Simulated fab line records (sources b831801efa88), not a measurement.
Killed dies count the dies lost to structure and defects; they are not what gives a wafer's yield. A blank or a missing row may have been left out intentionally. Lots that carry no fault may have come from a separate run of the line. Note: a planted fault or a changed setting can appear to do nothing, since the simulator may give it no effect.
The same fault as seen by 2 desks	flow gf180mcu	each desk has only its own numbers; what lay behind them comes last

TOOL OWNER'S DESK, implanter-01
GF_LVPWELL_IMPLANT_09, tool's own readings: per-lot mean of the sampled wafers with a number, covering each lot this tool ran. If a lot's mean is further than 4 standard deviations from the usual mean, the lot is out of limits and carries the mark OUT (the distance appears in the brackets).
Columns: A = dose-ions-cm2 at GF_LVPWELL_IMPLANT_09, usual 5.001e+12; B = faraday-current-uA at GF_LVPWELL_IMPLANT_09, usual 28.2
lot	first seen here	A	B
L820	day 4 06:52	4.997e+12	29.1
L829	day 6 11:20	4.994e+12	28.2
L830	day 6 17:06	4.996e+12	28.4
L831	day 7 00:14	2.184e+12 (-99 or more) OUT	12.3 (-29) OUT
L832	day 7 05:07	2.176e+12 (-99 or more) OUT	12.3 (-29) OUT
This desk finds L831, L832 out of limits, L831 being first, at day 7 00:14 (dose-ions-cm2 at GF_LVPWELL_IMPLANT_09). L820, L829, L830 stayed within limits.

METROLOGY DESK
Means of the sampled wafers that have a number, per lot and without regard to the tool the lot ran on: this is what the gauges read. If a lot's mean is further than 4 standard deviations from the usual mean, the lot is out of limits and carries the mark OUT (the distance appears in the brackets).
Columns: A = LVPWELL_TW at GF_LVPWELL_TW_MEAS_11, usual 562; B = VT_IMPLANT_01_OVL at GF_VT_IMPLANT_OVL_MEAS_18, usual -0.2 nm; C = LVPWELL_RS at GF_VT_IMPLANT_RS_MEAS_48, usual 1196.9 ohm/sq; D = cd-nm at GF_HV_LDD_CD_MEAS_19, usual 399.8 nm
lot	first seen here	A	B	C	D
L819	day 4 02:47	567	-0.4	1200.6	401.4
L820	day 4 07:07	568	-1.6	1200.9	397.4
L821	day 4 14:31	562	0.6	1196.3	399.3
L824	day 5 07:10	558	-0.8	1196.5	400.3
L829	day 6 11:35	559	-1.3	1195.1	398.7
L830	day 6 17:20	560	0.7	1194.0	399.3
L831	day 7 00:29	537 (-5.6) OUT	-1.2	1348.9 (+58) OUT	400.2
L832	day 7 05:31	547	-0.6	1348.9 (+58) OUT	400.0
L833	day 7 09:49	569	-0.7	1198.8	399.0
L834	day 7 15:25	561	-0.3	1191.4	402.3
L838	day 8 13:27	559	-0.8	1194.4	401.5
L840	day 9 01:01	572	0.0	1194.8	398.2
This desk's finding: out of limits on L831, L832; first on L831, day 7 00:29 (LVPWELL_TW at GF_LVPWELL_TW_MEAS_11). L819, L820, L821, L824, L829, L830, L833, L834, L838, L840 stayed within limits.

BROUGHT TOGETHER
On L831, L832, at day 7 00:14, an alarm was possible from the tool owner's desk.
L831, L832 would have let the metrology desk raise an alarm at day 7 00:29.
The lots listed all ran GF_LVPWELL_IMPLANT_09 on implanter-01.

WHAT THE SIMULATOR HAD PUT IN
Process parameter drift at GF_LVPWELL_IMPLANT_09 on implanter-01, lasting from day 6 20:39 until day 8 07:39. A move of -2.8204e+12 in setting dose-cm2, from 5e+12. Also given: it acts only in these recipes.
Lots struck among those shown: L831, L832.
Time in hours from fault onset to the first out-of-limits reading at each desk: tool owner's desk 4, metrology desk 4.
